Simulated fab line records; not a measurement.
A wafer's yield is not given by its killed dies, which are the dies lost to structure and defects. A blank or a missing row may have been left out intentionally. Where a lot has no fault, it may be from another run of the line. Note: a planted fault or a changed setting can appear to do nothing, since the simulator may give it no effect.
fab line records + flow sky130
record
- lots=11
- wafers=33
- last-day=50
route steps=708 shown SD_N@356 SD_P@359 LI_CONTACT@364
lots with no fault: from the same line, run without faults
start-h: hours from the record's first day to the start of the lot's first wafer shown + wait-h: hours from the lot's prior step to this one + " as in the row above + L1.1+2: one row covering several wafers at once + - no value, or no start was given + * or withheld: withheld + < > ~ a bound
route shown NAME@n: names a module that has steps shown in the file, with the first one's number in the route + usual: mean/standard deviation taken from wafers without a fault + same: alike in all rows + chamber/n: place in a boat + sites: per-site readings + _std_site: how widely they spread, as a standard deviation + _edge_site: inner sites' mean taken away from outer sites' mean + radius-mm: how far each site lies from the wafer's centre + mask NAME#n: copy n + behind: the last tool/chamber to shape the wafer + hold: what put the lot on hold/how long, in hours/how the hold closed + device: the transistor (n, p or np) that didn't switch + end of line: at the end of the route, the tests of the same wafers + a step without rows: its recipe alone + killed: count of dies lost to structure and defects at first sort (not the wafer's yield) + map: dies across one wafer; x = killed, . = not, _ = none there
set.NAME: setting as actually run; set.NAME@STEP: the setting as run at that earlier step + model.NAME: the simulator's own value behind a step, which no gauge read
a sample of lots followed through the steps of the route, with each step as a table and each wafer as a row
services: the hour from which a tool's chamber was out of use, counted from the record's first day as start-h (under 0 if before that day), plus the number of hours and why
## steps
# step SKY_SD_N_RTA_14
# recipe
- temp-c=1075
- time-s=2
- idle-temp-c=650
- ramp-up-c-per-s=150
- ramp-down-c-per-s=90
- ambient=N2
# usual
- lamp-power-pct=15.74/0.052
- wafer_temp_C_max=1078.2/1.2
| lot.wafer | tool          | chamber | start-h | wait-h | lamp-power-pct | wafer_temp_C_max |
|-----------|---------------|---------|---------|--------|----------------|------------------|
| L344.4    | rtp-anneal-01 | 0       | 659.21  | 0.0    | 15.71          | 1078.1           |
| L344.5    | "             | 0       | "       | "      | 15.65          | 1077.1           |
| L344.6    | "             | 0       | "       | "      | 15.71          | 1077.5           |
| L345.1    | rtp-anneal-02 | 0       | 660.17  | 0.0    | 15.73          | 1076.4           |
| L345.3    | "             | 0       | "       | "      | 15.73          | 1079.8           |
| L345.5    | "             | 0       | "       | "      | 15.74          | 1077.4           |
| L351.1    | rtp-anneal-01 | 0       | 726.90  | 0.0    | 15.70          | 1075.0           |
| L351.3    | "             | 0       | "       | "      | 15.71          | 1079.2           |
| L351.6    | "             | 0       | "       | "      | 15.76          | 1077.0           |
| L354.1    | rtp-anneal-01 | 0       | 741.03  | 0.0    | 15.76          | 1079.0           |
| L354.5    | "             | 0       | "       | "      | 15.83          | 1078.4           |
| L354.6    | "             | 0       | "       | "      | 15.72          | 1079.6           |
| L357.1    | rtp-anneal-02 | 0       | 761.23  | 0.0    | 15.71          | 1078.3           |
| L357.2    | "             | 0       | "       | "      | 15.68          | 1077.6           |
| L357.4    | "             | 0       | "       | "      | 15.82          | 1079.9           |
| L359.1    | rtp-anneal-02 | 0       | 777.12  | 0.0    | 15.71          | 1078.6           |
| L359.4    | "             | 0       | "       | "      | 15.77          | 1076.7           |
| L359.6    | "             | 0       | "       | "      | 15.71          | 1076.2           |
| L360.1    | rtp-anneal-02 | 0       | 785.42  | 0.0    | 15.78          | 1075.9           |
| L360.2    | "             | 0       | "       | "      | 15.79          | 1077.7           |
| L360.3    | "             | 0       | "       | "      | 15.70          | 1078.9           |
| L362.1    | rtp-anneal-01 | 0       | 795.49  | 0.0    | 15.75          | 1077.5           |
| L362.2    | "             | 0       | "       | "      | 15.83          | 1078.3           |
| L362.5    | "             | 0       | "       | "      | 15.72          | 1077.5           |
| L363.1    | rtp-anneal-02 | 0       | 800.68  | 0.0    | 15.75          | 1077.6           |
| L363.3    | "             | 0       | "       | "      | 15.69          | 1079.3           |
| L363.4    | "             | 0       | "       | "      | 15.74          | 1078.1           |
| L364.2    | rtp-anneal-01 | 0       | 807.13  | 0.0    | 15.81          | 1078.1           |
| L364.3    | "             | 0       | "       | "      | 15.66          | 1078.1           |
| L364.5    | "             | 0       | "       | "      | 15.77          | 1078.5           |
| L366.1    | rtp-anneal-01 | 0       | 828.43  | 0.0    | 15.70          | 1080.5           |
| L366.5    | "             | 0       | "       | "      | 15.74          | 1078.8           |
| L366.6    | "             | 0       | "       | "      | 15.78          | 1078.6           |
# step SKY_SD_N_RS_MEAS_16
# recipe
- thk-meas-gauge=four-point-probe
# usual
- SD_N_RS=68.59/0.12
| lot.wafer | tool          | chamber | start-h | wait-h | SD_N_RS[ohm/sq] |
|-----------|---------------|---------|---------|--------|-----------------|
| L344.4    | film-metro-02 | -       | 659.41  | 0.1    | 68.58           |
| L344.5    | "             | -       | "       | "      | 68.72           |
| L344.6    | "             | -       | "       | "      | 68.54           |
| L345.1    | film-metro-02 | -       | 660.34  | 0.1    | 68.55           |
| L345.3    | "             | -       | "       | "      | 68.64           |
| L345.5    | "             | -       | "       | "      | 68.68           |
| L351.1    | film-metro-01 | -       | 727.07  | 0.1    | 71.17           |
| L351.3    | "             | -       | "       | "      | 71.37           |
| L351.6    | "             | -       | "       | "      | 71.17           |
| L354.1    | film-metro-02 | -       | 741.20  | 0.1    | 71.36           |
| L354.5    | "             | -       | "       | "      | 71.28           |
| L354.6    | "             | -       | "       | "      | 71.33           |
| L357.1    | film-metro-01 | -       | 761.41  | 0.1    | 68.33           |
| L357.2    | "             | -       | "       | "      | 68.45           |
| L357.4    | "             | -       | "       | "      | 68.49           |
| L359.1    | film-metro-03 | -       | 777.29  | 0.1    | 68.50           |
| L359.4    | "             | -       | "       | "      | 68.57           |
| L359.6    | "             | -       | "       | "      | 68.62           |
| L360.1    | film-metro-01 | -       | 785.59  | 0.1    | 68.44           |
| L360.2    | "             | -       | "       | "      | 68.41           |
| L360.3    | "             | -       | "       | "      | 68.31           |
| L362.1    | film-metro-01 | -       | 795.66  | 0.1    | 68.59           |
| L362.2    | "             | -       | "       | "      | 68.59           |
| L362.5    | "             | -       | "       | "      | 68.45           |
| L363.1    | film-metro-02 | -       | 800.85  | 0.1    | 68.70           |
| L363.3    | "             | -       | "       | "      | 68.64           |
| L363.4    | "             | -       | "       | "      | 68.75           |
| L364.2    | film-metro-02 | -       | 807.31  | 0.1    | 68.94           |
| L364.3    | "             | -       | "       | "      | 68.69           |
| L364.5    | "             | -       | "       | "      | 68.62           |
| L366.1    | film-metro-02 | -       | 828.60  | 0.1    | 68.78           |
| L366.5    | "             | -       | "       | "      | 68.70           |
| L366.6    | "             | -       | "       | "      | 68.68           |
# step SKY_SD_N_RS_MEAS_17
# recipe
- thk-meas-gauge=four-point-probe
# usual
- SD_P_RS=147.1/0.33
| lot.wafer | tool          | chamber | start-h | wait-h | SD_P_RS[ohm/sq] |
|-----------|---------------|---------|---------|--------|-----------------|
| L344.4    | film-metro-02 | -       | 659.53  | 0.1    | 147.2           |
| L344.5    | "             | -       | "       | "      | 147.0           |
| L344.6    | "             | -       | "       | "      | 147.2           |
| L345.1    | film-metro-02 | -       | 660.46  | 0.1    | 147.3           |
| L345.3    | "             | -       | "       | "      | 147.5           |
| L345.5    | "             | -       | "       | "      | 147.3           |
| L351.1    | film-metro-01 | -       | 727.19  | 0.1    | 162.1           |
| L351.3    | "             | -       | "       | "      | 162.7           |
| L351.6    | "             | -       | "       | "      | 162.7           |
| L354.1    | film-metro-02 | -       | 741.32  | 0.1    | 162.4           |
| L354.5    | "             | -       | "       | "      | 161.8           |
| L354.6    | "             | -       | "       | "      | 161.8           |
| L357.1    | film-metro-01 | -       | 761.53  | 0.1    | 146.8           |
| L357.2    | "             | -       | "       | "      | 146.7           |
| L357.4    | "             | -       | "       | "      | 146.5           |
| L359.1    | film-metro-03 | -       | 777.41  | 0.1    | 146.6           |
| L359.4    | "             | -       | "       | "      | 146.7           |
| L359.6    | "             | -       | "       | "      | 147.2           |
| L360.1    | film-metro-01 | -       | 785.71  | 0.1    | 147.2           |
| L360.2    | "             | -       | "       | "      | 147.1           |
| L360.3    | "             | -       | "       | "      | 146.7           |
| L362.1    | film-metro-01 | -       | 795.78  | 0.1    | 147.3           |
| L362.2    | "             | -       | "       | "      | 146.7           |
| L362.5    | "             | -       | "       | "      | 146.6           |
| L363.1    | film-metro-02 | -       | 800.97  | 0.1    | 147.5           |
| L363.3    | "             | -       | "       | "      | 147.6           |
| L363.4    | "             | -       | "       | "      | 147.5           |
| L364.2    | film-metro-02 | -       | 807.43  | 0.1    | 147.6           |
| L364.3    | "             | -       | "       | "      | 147.6           |
| L364.5    | "             | -       | "       | "      | 147.7           |
| L366.1    | film-metro-02 | -       | 828.72  | 0.1    | 147.3           |
| L366.5    | "             | -       | "       | "      | 147.5           |
| L366.6    | "             | -       | "       | "      | 147.1           |
# step SKY_LI_CONTACT_CMP_02
# recipe
- material=PSG
- down-force-psi=4
- platen-rpm=60
- pad-velocity-m-s=0.94248
# usual
- motor-current-A=12.6/1.2
- retaining-ring-pressure-frac=1.000/0.0049
- time-to-endpoint-s=33/3.4
| lot.wafer | tool   | chamber | start-h | wait-h | motor-current-A | retaining-ring-pressure-frac | time-to-endpoint-s |
|-----------|--------|---------|---------|--------|-----------------|------------------------------|--------------------|
| L344.4    | cmp-02 | 1       | 660.04  | 0.2    | 13.0            | 1.005                        | 31                 |
| L344.6    | "      | 2       | "       | "      | 11.1            | 0.999                        | 39                 |
| L344.5    | "      | 3       | "       | "      | 13.0            | 1.002                        | 35                 |
| L345.3    | cmp-02 | 2       | 661.24  | 0.3    | 11.3            | 1.004                        | 32                 |
| L345.1    | "      | 3       | "       | "      | 13.5            | 0.998                        | 32                 |
| L345.5    | "      | 2       | "       | "      | 11.0            | 0.999                        | 34                 |
| L351.1    | cmp-02 | 2       | 727.66  | 0.1    | 11.2            | 1.001                        | 32                 |
| L351.3    | "      | 3       | "       | "      | 13.3            | 1.002                        | 31                 |
| L351.6    | "      | 1       | "       | "      | 12.7            | 1.004                        | 30                 |
| L354.1    | cmp-01 | 3       | 741.84  | 0.1    | 14.3            | 1.008                        | 33                 |
| L354.5    | "      | 1       | "       | "      | 12.0            | 0.994                        | 29                 |
| L354.6    | "      | 2       | "       | "      | 14.5            | 0.991                        | 41                 |
| L357.2    | cmp-01 | 3       | 761.94  | 0.0    | 14.8            | 1.002                        | 36                 |
| L357.4    | "      | 0       | "       | "      | 10.3            | 1.001                        | 37                 |
| L357.1    | "      | 2       | "       | "      | 14.0            | 1.001                        | 37                 |
| L359.1    | cmp-01 | 2       | 777.93  | 0.1    | 14.3            | 0.993                        | 37                 |
| L359.4    | "      | 3       | "       | "      | 14.1            | 1.000                        | 33                 |
| L359.6    | "      | 1       | "       | "      | 12.2            | 0.997                        | 30                 |
| L360.1    | cmp-01 | 0       | 786.13  | 0.1    | 10.0            | 1.004                        | 36                 |
| L360.2    | "      | 1       | "       | "      | 12.7            | 1.003                        | 31                 |
| L360.3    | "      | 2       | "       | "      | 14.2            | 1.005                        | 36                 |
| L362.2    | cmp-02 | 0       | 796.30  | 0.1    | 13.2            | 0.995                        | 33                 |
| L362.1    | "      | 1       | "       | "      | 12.0            | 0.992                        | 34                 |
| L362.5    | "      | 3       | "       | "      | 12.9            | 1.002                        | 27                 |
| L363.1    | cmp-01 | 3       | 801.39  | 0.1    | 13.8            | 0.998                        | 33                 |
| L363.4    | "      | 1       | "       | "      | 12.7            | 1.001                        | 27                 |
| L363.3    | "      | 2       | "       | "      | 13.6            | 1.000                        | 35                 |
| L364.3    | cmp-02 | 0       | 807.83  | 0.0    | 14.1            | 0.997                        | 28                 |
| L364.2    | "      | 1       | "       | "      | 12.1            | 1.001                        | 27                 |
| L364.5    | "      | 1       | "       | "      | 12.8            | 1.006                        | 28                 |
| L366.1    | cmp-02 | 3       | 829.29  | 0.2    | 12.5            | 1.004                        | 31                 |
| L366.5    | "      | 0       | "       | "      | 13.6            | 1.004                        | 33                 |
| L366.6    | "      | 1       | "       | "      | 12.0            | 0.995                        | 27                 |
# step SKY_LI_CONTACT_SPUTTER_20
# recipe
- material=TiN
- target-thk-nm=20
- chamber-pressure-pa=5
- power-w=4000
- time-s=80
# usual
- throttle-valve-pct=30.1/0.98
| lot.wafer | tool           | chamber | start-h | wait-h | throttle-valve-pct |
|-----------|----------------|---------|---------|--------|--------------------|
| L344.4    | pvd-sputter-02 | -       | 688.48  | 0.0    | 31.3               |
| L344.5    | "              | -       | "       | "      | 29.6               |
| L344.6    | "              | -       | "       | "      | 31.1               |
| L345.1    | pvd-sputter-04 | -       | 690.47  | 0.0    | 28.5               |
| L345.3    | "              | -       | "       | "      | 29.2               |
| L345.5    | "              | -       | "       | "      | 31.0               |
| L351.1    | pvd-sputter-02 | -       | 755.34  | 0.0    | 31.4               |
| L351.3    | "              | -       | "       | "      | 31.1               |
| L351.6    | "              | -       | "       | "      | 31.1               |
| L354.1    | pvd-sputter-04 | -       | 769.14  | 0.0    | 29.4               |
| L354.5    | "              | -       | "       | "      | 28.9               |
| L354.6    | "              | -       | "       | "      | 30.0               |
| L357.1    | pvd-sputter-02 | -       | 789.18  | 0.0    | 31.1               |
| L357.2    | "              | -       | "       | "      | 31.0               |
| L357.4    | "              | -       | "       | "      | 30.8               |
| L359.1    | pvd-sputter-04 | -       | 805.45  | 0.0    | 28.4               |
| L359.4    | "              | -       | "       | "      | 31.0               |
| L359.6    | "              | -       | "       | "      | 29.0               |
| L360.1    | pvd-sputter-04 | -       | 813.84  | 0.1    | 29.0               |
| L360.2    | "              | -       | "       | "      | 31.4               |
| L360.3    | "              | -       | "       | "      | 30.1               |
| L362.1    | pvd-sputter-04 | -       | 823.82  | 0.0    | 31.1               |
| L362.2    | "              | -       | "       | "      | 30.2               |
| L362.5    | "              | -       | "       | "      | 29.2               |
| L363.1    | pvd-sputter-03 | -       | 829.58  | 0.0    | 29.8               |
| L363.3    | "              | -       | "       | "      | 31.1               |
| L363.4    | "              | -       | "       | "      | 31.0               |
| L364.2    | pvd-sputter-02 | -       | 835.70  | 0.0    | 31.1               |
| L364.3    | "              | -       | "       | "      | 31.0               |
| L364.5    | "              | -       | "       | "      | 30.9               |
| L366.1    | pvd-sputter-04 | -       | 856.38  | 0.0    | 28.2               |
| L366.5    | "              | -       | "       | "      | 31.2               |
| L366.6    | "              | -       | "       | "      | 29.1               |
# step SKY_LI_CONTACT_CVD_21
# recipe
- material=W
- target-thk-nm=400
- time-s=120.56
- temp-c=400
- pressure-torr=40
# usual
- chamber-pressure-Torr=40.00/0.089
- heater-power-w=813/140
| lot.wafer | tool     | chamber | start-h | wait-h | chamber-pressure-Torr | heater-power-w |
|-----------|----------|---------|---------|--------|-----------------------|----------------|
| L344.4    | cvd-w-01 | 1       | 688.59  | 0.1    | 40.02                 | 659            |
| L344.5    | "        | 1       | "       | "      | 40.10                 | 654            |
| L344.6    | "        | 0       | "       | "      | 40.03                 | 887            |
| L345.1    | cvd-w-01 | 0       | 690.53  | 0.0    | 40.06                 | 889            |
| L345.3    | "        | 0       | "       | "      | 40.01                 | 892            |
| L345.5    | "        | 0       | "       | "      | 39.91                 | 881            |
| L351.1    | cvd-w-01 | 0       | 755.40  | 0.0    | 40.02                 | 917            |
| L351.3    | "        | 1       | "       | "      | 39.92                 | 671            |
| L351.6    | "        | 0       | "       | "      | 40.02                 | 881            |
| L354.1    | cvd-w-01 | 0       | 769.20  | 0.0    | 39.96                 | 892            |
| L354.5    | "        | 1       | "       | "      | 39.90                 | 654            |
| L354.6    | "        | 0       | "       | "      | 40.04                 | 893            |
| L357.1    | cvd-w-01 | 1       | 789.24  | 0.0    | 39.93                 | 674            |
| L357.2    | "        | 0       | "       | "      | 40.00                 | 911            |
| L357.4    | "        | 1       | "       | "      | 39.96                 | 669            |
| L359.1    | cvd-w-01 | 0       | 805.51  | 0.0    | 40.12                 | 904            |
| L359.4    | "        | 0       | "       | "      | 40.08                 | 903            |
| L359.6    | "        | 1       | "       | "      | 39.95                 | 666            |
| L360.1    | cvd-w-02 | 1       | 813.96  | 0.1    | 40.07                 | 752            |
| L360.2    | "        | 0       | "       | "      | 39.85                 | 1077           |
| L360.3    | "        | 1       | "       | "      | 40.15                 | 749            |
| L362.1    | cvd-w-01 | 0       | 823.88  | 0.0    | 39.91                 | 906            |
| L362.2    | "        | 1       | "       | "      | 39.90                 | 672            |
| L362.5    | "        | 0       | "       | "      | 39.98                 | 898            |
| L363.1    | cvd-w-02 | 1       | 829.64  | 0.0    | 39.80                 | 746            |
| L363.3    | "        | 0       | "       | "      | 39.85                 | 1031           |
| L363.4    | "        | 1       | "       | "      | 39.96                 | 755            |
| L364.2    | cvd-w-01 | 0       | 835.76  | 0.0    | 39.93                 | 909            |
| L364.3    | "        | 0       | "       | "      | 40.09                 | 908            |
| L364.5    | "        | 0       | "       | "      | 39.98                 | 897            |
| L366.1    | cvd-w-01 | 0       | 856.45  | 0.0    | 40.05                 | 902            |
| L366.5    | "        | 1       | "       | "      | 39.98                 | 680            |
| L366.6    | "        | 0       | "       | "      | 39.98                 | 871            |
## services
| tool           | chamber | start-h | hours | kind   |
|----------------|---------|---------|-------|--------|
| cmp-02         | -       | 638.83  | 2.9   | repair |
| pvd-sputter-04 | -       | 649.57  | 4.6   | repair |
| cvd-w-01       | -       | 654.27  | 0.9   | repair |
| cmp-01         | -       | 658.81  | 0.6   | repair |
| cmp-02         | -       | 706.13  | 1.9   | repair |
| cmp-01         | -       | 708.11  | 3.7   | pm     |
| rtp-anneal-01  | -       | 709.40  | 5.5   | pm     |
| cmp-02         | -       | 712.37  | 2.4   | repair |
| cmp-01         | -       | 717.94  | 0.8   | repair |
| cvd-w-02       | -       | 733.04  | 1.5   | repair |
| cmp-02         | -       | 751.89  | 4.0   | pm     |
| cmp-02         | -       | 756.56  | 0.6   | repair |
| cmp-01         | -       | 765.03  | 0.3   | repair |
| rtp-anneal-01  | -       | 778.33  | 1.5   | pm     |
| pvd-sputter-03 | -       | 785.90  | 0.6   | repair |
| pvd-sputter-02 | -       | 792.13  | 35.0  | repair |
| cvd-w-01       | 1       | 792.14  | 3.0   | repair |
| cmp-01         | -       | 795.25  | 6.1   | pm     |
| cmp-02         | -       | 801.43  | 4.5   | pm     |
| pvd-sputter-02 | -       | 811.43  | 4.6   | repair |
| pvd-sputter-04 | -       | 820.25  | 0.6   | repair |
| cvd-w-02       | -       | 820.79  | 0.7   | repair |
| pvd-sputter-02 | -       | 823.34  | 5.6   | repair |
| cmp-02         | -       | 849.00  | 0.5   | repair |
## key
first-sign
- step=SKY_SD_N_RS_MEAS_16
- reading=SD_N_RS
- direction=up
- sigmas=22
- usual=68.59
- struck=71.28
effect
- step=SKY_SD_N_RS_MEAS_17
- reading=SD_P_RS
- direction=up
- sigmas=46
- usual=147.1
- struck=162.3
met-at SKY_SD_N_RTA_14
struck-lots L351,L354
tester-left-out L351,L354
not-acting-at SKY_LI_CONTACT_CMP_02,SKY_LI_CONTACT_SPUTTER_20,SKY_LI_CONTACT_CVD_21
onset-between 659.21 726.90
fault
- kind=process-parameter-drift
- tool=rtp-anneal-01
- chamber=-
- onset-h=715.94
- steps=SKY_SD_N_RTA_14
- channel=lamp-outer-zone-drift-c
- offset=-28
- shape=step
- end-h=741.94
# tester-left-out: of these lots the tester's yield and bins aren't shown, on N5 and GAA mostly nor the transistor test; their killed dies are dies lost to structure and defects alone, not to doping, threshold or leakage, so they don't give the yield
